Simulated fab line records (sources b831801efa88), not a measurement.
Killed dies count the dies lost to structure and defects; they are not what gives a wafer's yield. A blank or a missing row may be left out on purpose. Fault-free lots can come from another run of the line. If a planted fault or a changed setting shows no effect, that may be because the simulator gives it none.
fab line records	flow sky130
[record] lots = 12	wafers = 36	last_day = 50
route steps=708 shown METAL1@451 VIA1@474 PAD_OPEN@708
lots with no fault: from the same line, run without faults
start_h: the number of hours between the record's first day and the start of the first shown wafer of the lot	wait_h: time in hours since the lot's previous step	" unchanged from the row above	L1.1+2: a row that stands for several wafers	- no value present, or no start provided	* or withheld: withheld	< > ~ a bound
route shown NAME@n: NAME is a module with steps in the file, n the number in the route of the first one	usual: mean and standard deviation over wafers with no fault	same: alike in all rows	chamber/n: place in a boat	sites: each site's reading	_std_site: standard deviation of those values	_edge_site: mean of outer sites minus mean of inner sites	radius_mm: how far each site lies from the wafer's centre	mask NAME#n: copy n	behind: tool/chamber where the wafer was last shaped	hold: the reason the lot was held/the length of the hold in hours/how it ended	device: transistor that didn't switch, given as n, p or np	end of line: tests of these same wafers at the route's end	step lacking rows: just its recipe	killed: not the wafer's yield, but the dies lost to structure and defects at the first sort	map: the dies of a wafer, with x for killed, . for not killed, _ for no die there
set.NAME: the setting as run; set.NAME@STEP: as run at that earlier step	model.NAME: the simulator's own value behind a step, which no gauge read
route steps across a sampled set of lots; one table per step, one row per wafer
services: when a tool's chamber went out of use (start_h, in hours from the record's first day, below 0 if earlier), for how many hours, and the reason
[[steps]]
[step SKY_METAL1_DESCUM_17]
[recipe] chemistry = O2	source_power_w = 150	bias_power_w = 0	pressure_mtorr = 10	temp_c = 40	time_s = 8
[usual] chamber_pressure_mTorr = 10.000/0.0086	drypump_motor_current_A = 6.0/0.45	oes_product_au = 0.998/0.0095
lot.wafer	tool	chamber	start_h	wait_h	chamber_pressure_mTorr	drypump_motor_current_A	oes_product_au	rf_hours_counter_h
L876.3	rie_metal-02	1	761.10	0.0	10.013	5.5	0.994	-
L876.5	"	1	"	"	10.000	5.4	0.988	-
L876.6	"	0	"	"	9.987	6.2	1.018	-
L879.1	rie_metal-04	1	788.68	0.0	10.004	6.2	1.005	4
L879.4	"	0	"	"	9.980	6.1	0.999	-
L879.5	"	1	"	"	10.007	6.2	0.999	-
L881.1	rie_metal-02	0	818.67	0.0	10.006	6.2	1.010	12
L881.2	"	1	"	"	9.999	5.4	0.996	4
L881.6	"	1	"	"	10.009	5.5	0.984	-
L882.2	rie_metal-04	1	820.87	0.0	10.005	6.2	1.003	5
L882.3	"	0	"	"	10.008	6.1	0.993	-
L882.6	"	1	"	"	9.993	6.2	1.003	-
L883.1	rie_metal-01	1	822.84	0.0	10.007	5.3	1.003	0
L883.4	"	0	"	"	9.995	6.8	1.015	-
L883.6	"	1	"	"	9.995	5.3	1.005	-
L891.1	rie_metal-02	1	882.59	0.0	10.009	5.4	0.988	6
L891.4	"	1	"	"	10.003	5.4	0.981	-
L891.6	"	0	"	"	9.998	6.2	0.992	-
L892.1	rie_metal-02	1	885.29	0.0	10.007	5.4	0.991	7
L892.2	"	0	"	"	10.010	6.2	0.993	15
L892.5	"	0	"	"	10.001	6.2	1.006	-
L894.2	rie_metal-04	0	902.39	0.0	9.999	6.1	0.978	2
L894.5	"	0	"	"	10.008	6.1	0.987	-
L894.6	"	1	"	"	9.985	6.2	0.992	-
L895.1	rie_metal-02	0	907.49	0.0	10.010	6.2	0.992	16
L895.2	"	1	"	"	10.002	5.4	0.978	8
L895.4	"	0	"	"	10.006	6.2	0.998	-
L896.2	rie_metal-04	1	930.63	0.0	9.987	6.3	0.996	10
L896.3	"	0	"	"	10.004	6.1	0.995	-
L896.4	"	1	"	"	9.998	6.2	1.000	-
L898.3	rie_metal-02	1	933.88	0.0	9.998	5.4	0.991	-
L898.4	"	0	"	"	10.008	6.2	0.995	-
L898.5	"	0	"	"	9.979	6.1	0.988	-
L899.2	rie_metal-04	0	936.83	0.0	9.997	6.1	0.993	3
L899.3	"	1	"	"	9.985	6.2	0.996	-
L899.4	"	0	"	"	10.001	6.1	1.001	-
[step SKY_VIA1_STRIP_16]
[recipe] chemistry = O2/N2	power_w = 1400	pressure_mtorr = 1500	platen_temp_c = withheld	o2_flow_sccm = 3000	n2_flow_sccm = 300	overash_fraction = 0.5
[usual] chamber_pressure_mTorr = 1500.1/1.4	drypump_motor_current_A = 5.75/0.25	o2_flow_sccm = 3001/7.8	oes_product_au = 0.416/0.0045	strip_time_to_endpoint_s = 4.462/0.025
lot.wafer	tool	chamber	start_h	wait_h	chamber_pressure_mTorr	drypump_motor_current_A	o2_flow_sccm	oes_product_au	rf_hours_counter_h	strip_time_to_endpoint_s
L876.3	plasma_asher-04	0	789.81	0.1	1498.3	6.24	2996	0.415	-	4.496
L876.5	"	1	"	"	1500.8	5.79	2998	0.415	-	4.503
L876.6	"	0	"	"	1500.0	6.23	2995	0.415	-	4.502
L879.1	plasma_asher-02	0	816.19	0.0	1500.9	5.62	3010	0.421	60	4.434
L879.4	"	0	"	"	1500.3	5.64	3000	0.408	-	4.434
L879.5	"	1	"	"	1499.9	5.50	3013	0.426	-	4.480
L881.1	plasma_asher-01	1	845.33	0.0	1499.0	5.81	3008	0.420	44	4.427
L881.2	"	0	"	"	1500.8	5.61	3017	0.424	44	4.452
L881.6	"	1	"	"	1501.5	5.86	2993	0.416	-	4.440
L882.2	plasma_asher-02	1	848.70	0.0	1502.4	5.47	3015	0.410	64	4.480
L882.3	"	0	"	"	1499.9	5.63	3595	0.409	-	4.409
L882.6	"	0	"	"	1501.4	5.63	3600	0.417	-	4.426
L883.1	plasma_asher-04	0	850.68	0.0	1499.1	6.25	2999	0.418	107	4.436
L883.4	"	1	"	"	1503.0	5.80	3000	0.415	-	4.451
L883.6	"	0	"	"	1500.9	6.23	3002	0.423	-	4.457
L891.1	plasma_asher-02	0	910.05	0.0	1500.2	5.63	3008	0.412	71	4.445
L891.4	"	1	"	"	1500.4	5.51	3012	0.415	-	4.468
L891.6	"	0	"	"	1500.8	5.63	3003	0.417	-	4.481
L892.1	plasma_asher-04	0	912.08	0.0	1497.0	6.22	3009	0.418	112	4.480
L892.2	"	1	"	"	1500.5	5.79	3004	0.416	112	4.444
L892.5	"	1	"	"	1500.1	5.79	2991	0.411	-	4.469
L894.2	plasma_asher-04	0	928.45	0.0	1497.6	6.20	2993	0.412	114	4.473
L894.5	"	1	"	"	1502.0	5.78	3000	0.418	-	4.475
L894.6	"	0	"	"	1497.9	6.22	2987	0.415	-	4.447
L895.1	plasma_asher-01	1	934.03	0.0	1499.8	5.85	2990	0.414	51	4.433
L895.2	"	0	"	"	1500.5	5.60	3002	0.420	51	4.447
L895.4	"	1	"	"	1501.0	5.82	2995	0.413	-	4.470
L896.2	plasma_asher-04	1	956.56	0.0	1499.2	5.79	2992	0.415	117	4.435
L896.3	"	1	"	"	1499.0	5.79	2995	0.422	-	4.446
L896.4	"	0	"	"	1500.3	6.20	3012	0.412	-	4.430
L898.3	plasma_asher-02	0	959.58	0.1	1500.9	5.62	3002	0.417	-	4.483
L898.4	"	1	"	"	1500.5	5.50	3015	0.422	-	4.469
L898.5	"	0	"	"	1497.9	5.62	2998	0.417	-	4.465
L899.2	plasma_asher-02	1	963.11	0.0	1497.3	5.47	3008	0.418	76	4.450
L899.3	"	0	"	"	1500.8	5.63	3003	0.419	-	4.460
L899.4	"	1	"	"	1497.5	5.47	3004	0.424	-	4.436
[step SKY_VIA1_CVD_21]
[recipe] material = W	target_thk_nm = 270	time_s = 80.902	temp_c = 400	pressure_torr = 40
[usual] heater_power_w = 842/89
lot.wafer	tool	chamber	start_h	wait_h	heater_power_w
L876.3	cvd_w-01	1	790.50	0.1	973
L876.5	"	0	"	"	935
L876.6	"	1	"	"	969
L879.1	cvd_w-02	1	816.86	0.0	779
L879.4	"	1	"	"	777
L879.5	"	1	"	"	810
L881.1	cvd_w-01	1	845.98	0.0	998
L881.2	"	0	"	"	941
L881.6	"	0	"	"	934
L882.2	cvd_w-01	0	849.35	0.0	949
L882.3	"	0	"	"	944
L882.6	"	1	"	"	966
L883.1	cvd_w-02	0	851.34	0.0	746
L883.4	"	1	"	"	785
L883.6	"	1	"	"	782
L891.1	cvd_w-02	0	910.70	0.0	743
L891.4	"	0	"	"	763
L891.6	"	0	"	"	741
L892.1	cvd_w-02	1	912.74	0.0	786
L892.2	"	0	"	"	736
L892.5	"	1	"	"	797
L894.2	cvd_w-02	0	929.16	0.0	740
L894.5	"	1	"	"	791
L894.6	"	0	"	"	768
L895.1	cvd_w-02	0	934.68	0.0	740
L895.2	"	1	"	"	792
L895.4	"	0	"	"	757
L896.2	cvd_w-02	0	957.22	0.0	759
L896.3	"	1	"	"	793
L896.4	"	0	"	"	745
L898.3	cvd_w-02	0	960.23	0.1	770
L898.4	"	1	"	"	796
L898.5	"	1	"	"	792
L899.2	cvd_w-01	1	963.80	0.0	979
L899.3	"	0	"	"	877
L899.4	"	1	"	"	968
[step SKY_VIA1_THK_MEAS_23]
[recipe] thk_meas_gauge = xrf	reads = W_of_VIA1_CVD_21
[usual] VIA1_W_THK = 276/4.3
lot.wafer	tool	chamber	start_h	wait_h	VIA1_W_THK[nm]
L876.3	film_metro-04	-	790.70	0.1	274
L876.5	"	-	"	"	277
L876.6	"	-	"	"	277
L879.1	film_metro-04	-	817.07	0.1	277
L879.4	"	-	"	"	274
L879.5	"	-	"	"	277
L881.1	film_metro-03	-	846.19	0.1	276
L881.2	"	-	"	"	277
L881.6	"	-	"	"	281
L882.2	film_metro-02	-	849.57	0.1	273
L882.3	"	-	"	"	278
L882.6	"	-	"	"	270
L883.1	film_metro-04	-	851.55	0.1	274
L883.4	"	-	"	"	277
L883.6	"	-	"	"	279
L891.1	film_metro-02	-	910.92	0.1	274
L891.4	"	-	"	"	269
L891.6	"	-	"	"	272
L892.1	film_metro-04	-	912.95	0.1	271
L892.2	"	-	"	"	270
L892.5	"	-	"	"	273
L894.2	film_metro-03	-	929.38	0.1	279
L894.5	"	-	"	"	279
L894.6	"	-	"	"	279
L895.1	film_metro-04	-	934.89	0.1	271
L895.2	"	-	"	"	272
L895.4	"	-	"	"	273
L896.2	film_metro-04	-	957.44	0.1	272
L896.3	"	-	"	"	271
L896.4	"	-	"	"	275
L898.3	film_metro-04	-	960.44	0.1	272
L898.4	"	-	"	"	272
L898.5	"	-	"	"	270
L899.2	film_metro-04	-	964.02	0.1	279
L899.3	"	-	"	"	286
L899.4	"	-	"	"	279
[step SKY_PAD_OPEN_PROBE_99]
[usual] defect_limited_yield = 82.4/2	killed_at_M0_to_M3 = 43/7	killed_at_M4_up = 3.3/1.8	killed_at_contacts = 24/6.2	killed_at_front_end = 16/4.7	killed_at_other = 0.4/0.58	killed_dies = 87/10	killed_open = 47/6.4	killed_short = 39/7	sort_bin_3_pad_short = 0.9/0.35	sort_bin_5_function = 10.3/1.5	sort_bin_6_memory = 6.4/1.2	sort_n_pass = 406/9.9	sort_yield_pct = 82.5/2
[same] gross_dies = 492	killed_at_back_side = 0	sort_bin_4_leakage[%] = 0	sort_bin_8_speed[%] = 0
lot.wafer	tool	chamber	start_h	wait_h	defect_limited_yield[%]	killed_at_M0_to_M3	killed_at_M4_up	killed_at_contacts	killed_at_front_end	killed_at_other	killed_dies	killed_open	killed_short	sort_bin_3_pad_short[%]	sort_bin_5_function[%]	sort_bin_6_memory[%]	sort_n_pass	sort_yield_pct[%]
L876.3	prober-01	-	1070.93	0.2	83.1	46	1	23	13	0	83	46	37	1.2	12.0	3.7	409	83.1
L876.5	prober-01	-	1071.03	0.2	82.7	43	4	24	14	0	85	35	50	1.8	10.0	5.5	407	82.7
L876.6	prober-01	-	1071.08	0.2	84.6	38	3	25	10	0	76	41	35	1.4	7.7	6.3	416	84.6
L879.1	prober-02	-	1091.21	0.1	78.9	44	4	43	13	0	104	56	48	1.0	13.0	7.1	388	78.9
L879.4	prober-02	-	1091.36	0.2	83.1	34	6	28	15	0	83	49	34	1.0	10.8	5.1	409	83.1
L879.5	prober-02	-	1091.41	0.2	81.3	37	7	33	15	0	92	45	47	1.0	10.6	7.1	400	81.3
L881.1	prober-02	-	1113.94	0.1	83.5	51	2	13	15	0	81	41	38	1.0	9.1	6.3	411	83.5
L881.2	prober-02	-	1113.99	0.1	83.9	46	3	22	8	0	79	49	29	0.6	9.3	6.1	413	83.9
L881.6	prober-02	-	1114.19	0.2	86.0	39	4	17	9	0	69	38	30	0.4	8.1	5.5	423	86.0
L882.2	prober-01	-	1121.40	0.1	80.5	59	3	17	16	1	96	49	47	0.8	12.2	6.5	396	80.5
L882.3	prober-01	-	1121.45	0.2	81.5	44	3	29	14	1	91	49	42	0.6	10.2	7.7	401	81.5
L882.6	prober-01	-	1121.60	0.2	83.3	39	0	25	18	0	82	45	37	0.4	10.2	6.1	410	83.3
L883.1	prober-02	-	1121.78	0.1	81.9	41	1	33	14	0	89	51	38	1.2	11.2	5.7	403	81.9
L883.4	prober-02	-	1121.93	0.2	82.3	33	3	30	21	0	87	45	42	1.2	9.6	6.9	405	82.3
L883.6	prober-02	-	1122.03	0.2	82.1	38	1	33	16	0	88	49	39	0.6	10.0	7.3	404	82.1
L891.1	prober-02	-	1166.14	0.1	85.4	38	2	20	12	0	72	39	33	0.8	7.9	5.9	420	85.4
L891.4	prober-02	-	1166.29	0.2	80.5	51	2	27	16	0	96	61	35	0.2	11.2	8.1	396	80.5
L891.6	prober-02	-	1166.39	0.2	80.1	55	4	25	14	0	98	61	37	0.6	12.2	7.1	394	80.1
L892.1	prober-01	-	1167.16	0.1	83.7	42	2	21	15	0	80	43	37	1.0	9.8	5.5	412	83.7
L892.2	prober-01	-	1167.21	0.1	81.5	50	0	24	16	1	91	53	38	0.4	11.6	6.5	401	81.5
L892.5	prober-01	-	1167.36	0.2	83.5	44	2	18	17	0	81	44	37	0.8	8.1	7.5	411	83.5
L894.2	prober-02	-	1179.70	0.1	79.9	49	2	31	16	1	99	57	41	0.6	10.6	8.9	393	79.9
L894.5	prober-02	-	1179.85	0.2	81.9	45	3	30	10	1	89	48	41	0.8	10.8	6.5	403	81.9
L894.6	prober-02	-	1179.90	0.2	80.9	49	2	30	13	0	94	45	49	0.8	13.0	5.3	398	80.9
L895.1	prober-02	-	1184.08	0.1	85.2	31	3	21	16	2	73	39	33	0.6	8.9	5.3	419	85.2
L895.2	prober-02	-	1184.13	0.1	82.5	37	4	25	20	0	86	48	38	0.2	9.8	7.5	406	82.5
L895.4	prober-02	-	1184.23	0.2	80.7	52	5	22	16	0	95	55	40	0.4	10.8	8.1	397	80.7
L896.2	prober-01	-	1197.94	0.1	86.4	27	2	24	13	1	67	32	35	0.8	8.1	4.7	425	86.4
L896.3	prober-01	-	1197.99	0.2	80.5	54	2	27	12	1	96	57	36	0.4	11.0	8.1	396	80.5
L896.4	prober-01	-	1198.04	0.2	80.3	35	3	41	18	0	97	59	37	0	9.8	10.0	395	80.3
L898.3	prober-02	-	1201.84	0.2	85.8	44	2	10	14	0	70	41	29	0.6	7.1	6.5	422	85.8
L898.4	prober-02	-	1201.89	0.2	81.9	47	1	24	17	0	89	51	38	0.8	11.0	6.3	403	81.9
L898.5	prober-02	-	1201.94	0.2	82.5	34	3	25	23	1	86	45	41	0.6	11.8	5.1	406	82.5
L899.2	prober-02	-	1203.29	0.1	85.2	40	3	22	8	0	73	50	23	0.8	9.1	4.9	419	85.2
L899.3	prober-02	-	1203.34	0.2	83.9	45	2	17	15	0	79	50	29	1.0	8.7	6.3	413	83.9
L899.4	prober-02	-	1203.39	0.2	82.1	42	2	26	18	0	88	47	41	0.8	10.8	6.3	404	82.1
// killed by level:class
L876.3 VIA1:geometric_particle:open=12 CONTACT:geometric_particle:open=9 LI_CONTACT:geometric_particle:open=7 LOCAL_INTERCONNECT:geometric_particle:short=5 VIA1:geometric_particle:short=5 METAL2:geometric_particle:short=5 VIA2:geometric_particle:open=5 FIELD_ISO:geometric_particle:short=4
L876.5 LI_CONTACT:geometric_particle:open=8 VIA1:geometric_particle:short=8 VIA1:geometric_particle:open=7 METAL2:geometric_particle:short=7 LOCAL_INTERCONNECT:geometric_particle:short=6 CONTACT:geometric_particle:open=6 METAL3:geometric_particle:short=5 POLY_GATE:geometric_particle:open=4
L876.6 LI_CONTACT:geometric_particle:open=10 VIA1:geometric_particle:open=7 CONTACT:geometric_particle:short=6 CONTACT:geometric_particle:open=5 METAL1:geometric_particle:short=5 VIA2:geometric_particle:open=5 METAL2:geometric_particle:short=5 VIA3:geometric_particle:open=4
L879.1 LI_CONTACT:geometric_particle:open=17 VIA1:geometric_particle:open=13 METAL2:geometric_particle:short=10 CONTACT:geometric_particle:open=10 LOCAL_INTERCONNECT:geometric_particle:short=6 CONTACT:geometric_particle:short=6 METAL3:geometric_particle:short=5 FIELD_ISO:geometric_particle:open=4
L879.4 CONTACT:geometric_particle:open=13 LI_CONTACT:geometric_particle:open=11 VIA1:geometric_particle:open=7 POLY_GATE:geometric_particle:short=6 VIA2:geometric_particle:open=6 VIA1:geometric_particle:short=5 METAL4:geometric_particle:short=5 FIELD_ISO:geometric_particle:open=4
L879.5 CONTACT:geometric_particle:open=12 VIA1:geometric_particle:open=9 VIA1:geometric_particle:short=7 METAL4:geometric_particle:short=7 LI_CONTACT:geometric_particle:open=6 METAL1:geometric_particle:short=5 LI_CONTACT:geometric_particle:short=5 LOCAL_INTERCONNECT:geometric_particle:short=5
L881.1 VIA1:geometric_particle:open=12 VIA1:geometric_particle:short=9 VIA2:geometric_particle:open=7 CONTACT:geometric_particle:open=7 VIA3:geometric_particle:open=7 METAL1:geometric_particle:short=6 METAL2:geometric_particle:short=5 FIELD_ISO:geometric_particle:short=4
L881.2 VIA1:geometric_particle:open=14 VIA2:geometric_particle:open=8 CONTACT:geometric_particle:open=8 VIA3:geometric_particle:open=8 LI_CONTACT:geometric_particle:open=7 VIA2:geometric_particle:short=6 VIA1:geometric_particle:short=4 POLY_GATE:geometric_particle:short=3
L881.6 LI_CONTACT:geometric_particle:open=9 VIA1:geometric_particle:open=7 VIA2:geometric_particle:open=7 METAL2:geometric_particle:short=6 METAL1:geometric_particle:short=4 VIA3:geometric_particle:open=4 FIELD_ISO:geometric_particle:short=3 CONTACT:geometric_particle:open=3
L882.2 VIA1:geometric_particle:open=12 METAL1:geometric_particle:short=6 VIA2:geometric_particle:open=6 VIA1:geometric_particle:short=6 METAL2:geometric_particle:short=6 FIELD_ISO:geometric_particle:open=5 VIA2:geometric_particle:short=5 CONTACT:geometric_particle:short=5
L882.3 CONTACT:geometric_particle:open=9 VIA1:geometric_particle:open=8 LI_CONTACT:geometric_particle:open=7 LOCAL_INTERCONNECT:geometric_particle:short=7 FIELD_ISO:geometric_particle:open=5 VIA3:geometric_particle:open=5 METAL2:geometric_particle:short=5 METAL1:geometric_particle:short=5
L882.6 CONTACT:geometric_particle:open=13 VIA2:geometric_particle:open=9 FIELD_ISO:geometric_particle:open=6 VIA1:geometric_particle:short=6 FIELD_ISO:geometric_particle:short=5 CONTACT:geometric_particle:short=5 METAL2:geometric_particle:short=5 VIA2:geometric_particle:short=5
L883.1 CONTACT:geometric_particle:open=16 VIA1:geometric_particle:open=12 CONTACT:geometric_particle:short=7 VIA2:geometric_particle:open=6 METAL1:geometric_particle:short=6 FIELD_ISO:geometric_particle:short=5 LOCAL_INTERCONNECT:geometric_particle:short=5 LI_CONTACT:geometric_particle:open=4
L883.4 LI_CONTACT:geometric_particle:open=8 CONTACT:geometric_particle:open=8 VIA3:geometric_particle:open=8 CONTACT:geometric_particle:short=7 VIA1:geometric_particle:open=6 FIELD_ISO:geometric_particle:short=5 VIA1:geometric_particle:short=5 METAL2:geometric_particle:short=5
L883.6 CONTACT:geometric_particle:open=11 METAL1:geometric_particle:short=9 VIA1:geometric_particle:open=9 CONTACT:geometric_particle:short=8 LI_CONTACT:geometric_particle:open=6 FIELD_ISO:geometric_particle:open=5 LOCAL_INTERCONNECT:geometric_particle:short=5 VIA2:geometric_particle:open=5
L891.1 VIA1:geometric_particle:open=12 CONTACT:geometric_particle:open=8 VIA2:geometric_particle:short=5 LOCAL_INTERCONNECT:geometric_particle:short=5 FIELD_ISO:geometric_particle:short=4 METAL1:geometric_particle:short=4 FIELD_ISO:geometric_particle:open=3 POLY_GATE:geometric_particle:short=3
L891.4 VIA1:geometric_particle:open=18 CONTACT:geometric_particle:open=13 VIA3:geometric_particle:open=7 METAL1:geometric_particle:short=6 FIELD_ISO:geometric_particle:open=5 VIA2:geometric_particle:open=5 POLY_GATE:geometric_particle:short=4 LI_CONTACT:geometric_particle:open=4
L891.6 VIA1:geometric_particle:open=19 LI_CONTACT:geometric_particle:open=8 VIA3:geometric_particle:open=8 CONTACT:geometric_particle:open=7 VIA2:geometric_particle:open=6 FIELD_ISO:geometric_particle:short=5 CONTACT:geometric_particle:short=5 VIA1:geometric_particle:short=5
L892.1 VIA1:geometric_particle:open=10 VIA2:geometric_particle:open=8 CONTACT:geometric_particle:open=8 FIELD_ISO:geometric_particle:open=6 METAL3:geometric_particle:short=6 LI_CONTACT:geometric_particle:open=5 LOCAL_INTERCONNECT:geometric_particle:short=5 VIA1:geometric_particle:short=5
L892.2 VIA1:geometric_particle:open=13 CONTACT:geometric_particle:open=10 METAL2:geometric_particle:short=7 FIELD_ISO:geometric_particle:open=6 LOCAL_INTERCONNECT:geometric_particle:short=6 METAL1:geometric_particle:short=6 VIA2:geometric_particle:open=6 VIA1:geometric_particle:short=5
L892.5 VIA1:geometric_particle:open=9 CONTACT:geometric_particle:open=6 FIELD_ISO:geometric_particle:short=5 POLY_GATE:geometric_particle:open=5 LI_CONTACT:geometric_particle:open=5 VIA3:geometric_particle:open=5 METAL1:geometric_particle:short=5 METAL2:geometric_particle:short=5
L894.2 VIA1:geometric_particle:open=14 VIA2:geometric_particle:open=9 POLY_GATE:geometric_particle:open=7 LI_CONTACT:geometric_particle:open=7 LOCAL_INTERCONNECT:geometric_particle:short=7 CONTACT:geometric_particle:open=7 CONTACT:geometric_particle:short=7 VIA1:geometric_particle:short=6
L894.5 VIA1:geometric_particle:open=13 CONTACT:geometric_particle:open=8 LOCAL_INTERCONNECT:geometric_particle:short=7 LI_CONTACT:geometric_particle:open=7 VIA3:geometric_particle:open=7 VIA1:geometric_particle:short=7 CONTACT:geometric_particle:short=6 METAL2:geometric_particle:short=4
L894.6 CONTACT:geometric_particle:short=10 VIA2:geometric_particle:open=8 VIA1:geometric_particle:open=7 CONTACT:geometric_particle:open=7 VIA1:geometric_particle:short=7 POLY_GATE:geometric_particle:open=6 LI_CONTACT:geometric_particle:open=6 METAL1:geometric_particle:short=6
L895.1 CONTACT:geometric_particle:open=10 LI_CONTACT:geometric_particle:open=6 METAL2:geometric_particle:short=6 POLY_GATE:geometric_particle:short=5 FIELD_ISO:geometric_particle:open=4 LI_CONTACT:geometric_particle:short=4 VIA3:geometric_particle:open=4 VIA1:geometric_particle:open=4
L895.2 VIA1:geometric_particle:open=11 CONTACT:geometric_particle:short=7 CONTACT:geometric_particle:open=7 FIELD_ISO:geometric_particle:open=6 LI_CONTACT:geometric_particle:open=6 FIELD_ISO:geometric_particle:short=5 VIA1:geometric_particle:short=4 METAL2:geometric_particle:short=4
L895.4 VIA1:geometric_particle:open=18 CONTACT:geometric_particle:open=13 VIA2:geometric_particle:open=7 METAL2:geometric_particle:short=6 POLY_GATE:geometric_particle:short=6 POLY_GATE:geometric_particle:open=5 VIA1:geometric_particle:short=5 FIELD_ISO:geometric_particle:short=4
L896.2 CONTACT:geometric_particle:open=13 POLY_GATE:geometric_particle:short=5 CONTACT:geometric_particle:short=5 METAL2:geometric_particle:short=5 VIA2:geometric_particle:open=5 FIELD_ISO:geometric_particle:short=4 LOCAL_INTERCONNECT:geometric_particle:short=4 METAL1:geometric_particle:short=4
L896.3 VIA3:geometric_particle:open=13 CONTACT:geometric_particle:open=12 VIA1:geometric_particle:open=11 VIA2:geometric_particle:open=8 VIA1:geometric_particle:short=6 FIELD_ISO:geometric_particle:short=5 LI_CONTACT:geometric_particle:open=5 LOCAL_INTERCONNECT:geometric_particle:short=4
L896.4 LI_CONTACT:geometric_particle:open=14 CONTACT:geometric_particle:open=14 VIA1:geometric_particle:open=8 CONTACT:geometric_particle:short=6 VIA3:geometric_particle:open=6 FIELD_ISO:geometric_particle:open=5 POLY_GATE:geometric_particle:short=5 METAL1:geometric_particle:short=5
L898.3 VIA1:geometric_particle:open=12 VIA3:geometric_particle:open=7 VIA2:geometric_particle:open=6 VIA1:geometric_particle:short=5 VIA2:geometric_particle:short=5 FIELD_ISO:geometric_particle:open=4 FIELD_ISO:geometric_particle:short=3 POLY_GATE:geometric_particle:short=3
L898.4 VIA1:geometric_particle:open=13 VIA2:geometric_particle:open=9 CONTACT:geometric_particle:open=8 LI_CONTACT:geometric_particle:open=6 VIA1:geometric_particle:short=6 CONTACT:geometric_particle:short=5 METAL1:geometric_particle:short=5 FIELD_ISO:geometric_particle:open=4
L898.5 CONTACT:geometric_particle:open=9 VIA1:geometric_particle:open=9 FIELD_ISO:geometric_particle:short=7 CONTACT:geometric_particle:short=6 POLY_GATE:geometric_particle:open=5 METAL1:geometric_particle:short=5 VIA2:geometric_particle:open=5 SPACER:geometric_particle:open=4
L899.2 VIA1:geometric_particle:open=12 CONTACT:geometric_particle:open=9 VIA3:geometric_particle:open=9 LI_CONTACT:geometric_particle:open=5 METAL2:geometric_particle:short=4 VIA2:geometric_particle:open=4 VIA3:geometric_particle:short=4 FIELD_ISO:geometric_particle:open=3
L899.3 VIA1:geometric_particle:open=12 VIA3:geometric_particle:open=9 CONTACT:geometric_particle:open=7 VIA2:geometric_particle:open=6 VIA3:geometric_particle:short=5 POLY_GATE:geometric_particle:short=4 LI_CONTACT:geometric_particle:open=4 METAL3:geometric_particle:short=4
L899.4 CONTACT:geometric_particle:open=10 VIA3:geometric_particle:open=9 METAL2:geometric_particle:short=7 LI_CONTACT:geometric_particle:open=7 VIA1:geometric_particle:open=7 FIELD_ISO:geometric_particle:short=6 SPACER:geometric_particle:open=5 METAL1:geometric_particle:short=5
[[services]]
tool	chamber	start_h	hours	kind
plasma_asher-02	-	739.98	1.3	repair
rie_metal-04	-	771.30	1.4	pm
rie_metal-01	1	788.47	-	clean
rie_metal-01	1	788.47	16.0	scheduled_down
rie_metal-01	1	788.47	16.0	vent_cycle
cvd_w-01	-	792.58	4.3	pm
rie_metal-02	-	824.26	1.4	pm
rie_metal-04	0	834.89	-	clean
rie_metal-04	0	834.89	21.4	scheduled_down
rie_metal-04	0	834.89	21.4	vent_cycle
cvd_w-01	-	882.83	14.6	pm
plasma_asher-01	-	901.30	12.1	repair
plasma_asher-04	-	903.41	7.3	repair
cvd_w-01	-	904.00	14.0	pm
cvd_w-01	0	904.00	14.0	vent_cycle
cvd_w-01	1	904.00	14.0	vent_cycle
cvd_w-01	0	918.00	-	clean
cvd_w-01	1	918.00	-	clean
[[key]]
[first_sign] step = SKY_VIA1_STRIP_16	reading = o2_flow_sccm	direction = up	sigmas = 76	usual = 3001	struck = 3597
effect none on later readings
met_at SKY_VIA1_STRIP_16
struck_lots L882
struck_wafers L882.3,L882.6
not_acting_at SKY_METAL1_DESCUM_17,SKY_VIA1_CVD_21,SKY_VIA1_THK_MEAS_23
onset_between 816.19 848.70
[fault] kind = process_parameter_drift	tool = plasma_asher-02	chamber = 0	onset_h = 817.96	steps = SKY_VIA1_STRIP_16	channel = o2_flow_sccm	offset = 600	shape = step	end_h = 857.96	acts_in = these_recipes_only	stated = 3000
